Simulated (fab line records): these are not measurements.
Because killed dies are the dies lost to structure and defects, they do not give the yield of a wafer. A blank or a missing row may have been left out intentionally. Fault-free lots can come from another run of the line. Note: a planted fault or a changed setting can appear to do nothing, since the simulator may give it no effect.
What tool caused it? + flow gf180mcu + 33 wafers from 11 lots sampled at 3 of the route's 602 steps

## WHAT THE GAUGES READ, wafer by wafer
GF_PSD_TW_MEAS_11.
| lot  | measured     | on            | PSD_TW         |
|------|--------------|---------------|----------------|
| L835 | day 15 21:41 | film-metro-04 | 3197 3203 3185 |
| L837 | day 16 21:27 | film-metro-04 | 3214 3203 3219 |
| L839 | day 17 12:55 | film-metro-01 | 3144 3133 3146 |
| L840 | day 17 18:50 | film-metro-02 | 3188 3188 3186 |
| L841 | day 18 01:40 | film-metro-01 | 3145 3145 3137 |
| L842 | day 18 10:40 | film-metro-02 | 2717 2705 2697 |
| L843 | day 18 19:54 | film-metro-04 | 3203 3219 3218 |
| L844 | day 19 01:56 | film-metro-02 | 3200 3186 3172 |
| L845 | day 19 16:16 | film-metro-01 | 2739 2731 2730 |
| L846 | day 19 22:32 | film-metro-01 | 3169 3176 3165 |
| L851 | day 21 13:55 | film-metro-04 | 3222 3205 3226 |

## TOOL THAT RAN EACH LOT (tool first, then ch and the chambers of the sampled wafers, then the start)
| lot  | GF_PSD_IMPLANT_09               | GF_PSD_STRIP_10                      |
|------|---------------------------------|--------------------------------------|
| L835 | implanter-01 ch 0, day 15 21:28 | plasma-asher-04 ch 0,1, day 15 21:36 |
| L837 | implanter-02 ch 0, day 16 21:12 | plasma-asher-04 ch 0,1, day 16 21:21 |
| L839 | implanter-01 ch 0, day 17 12:41 | plasma-asher-04 ch 0,1, day 17 12:49 |
| L840 | implanter-01 ch 0, day 17 18:35 | plasma-asher-02 ch 0,1, day 17 18:44 |
| L841 | implanter-04 ch 0, day 18 01:25 | plasma-asher-02 ch 0,1, day 18 01:34 |
| L842 | implanter-01 ch 0, day 18 10:25 | plasma-asher-03 ch 0,1, day 18 10:34 |
| L843 | implanter-02 ch 0, day 18 19:39 | plasma-asher-04 ch 0,1, day 18 19:48 |
| L844 | implanter-04 ch 0, day 19 01:41 | plasma-asher-04 ch 0, day 19 01:50   |
| L845 | implanter-01 ch 0, day 19 16:02 | plasma-asher-02 ch 0,1, day 19 16:10 |
| L846 | implanter-02 ch 0, day 19 22:17 | plasma-asher-02 ch 0,1, day 19 22:26 |
| L851 | implanter-04 ch 0, day 21 13:40 | plasma-asher-03 ch 0,1, day 21 13:49 |
- GF_PSD_IMPLANT_09
- GF_PSD_STRIP_10: strips in O2/N2.

## THE ANSWER, worked out from the rows above alone
Rule: the lots themselves supply what counts as usual. Put in order of their means at a reading, lots are off if they are a third of the lots or fewer, leave a main group of 4 or more, and stand apart from it by a gap of 3 or more times the standard deviation of the main group's means; of several such gaps the widest counts. Not used: any main group whose means are identical at the precision the tables above print for the reading. Also off: a lot with no number at a reading for which 4 or more lots have one. All remaining lots with rows at the step are treated as sound.
Off: at GF_PSD_TW_MEAS_11 (PSD_TW), L842, L845. The main group: mean 3185, standard deviation 27.
If a tool, at a process step before that reading, ran all the lots that are off and no sound lot after the first of them, it fits. The gauges at GF_PSD_TW_MEAS_11 are tried like those tools. One candidate fits, namely implanter-01 at GF_PSD_IMPLANT_09. A fault onset in the window from L840 (day 17 18:35, its last sound lot) to L842 (day 18 10:25, its first lot off) fits.

## WHAT THE SIMULATOR HAD INSERTED
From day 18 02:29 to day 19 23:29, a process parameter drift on implanter-01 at GF_PSD_IMPLANT_09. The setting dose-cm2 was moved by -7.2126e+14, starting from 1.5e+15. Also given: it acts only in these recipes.
Lots struck among those shown: L842, L845. This agrees with what the rule above found.
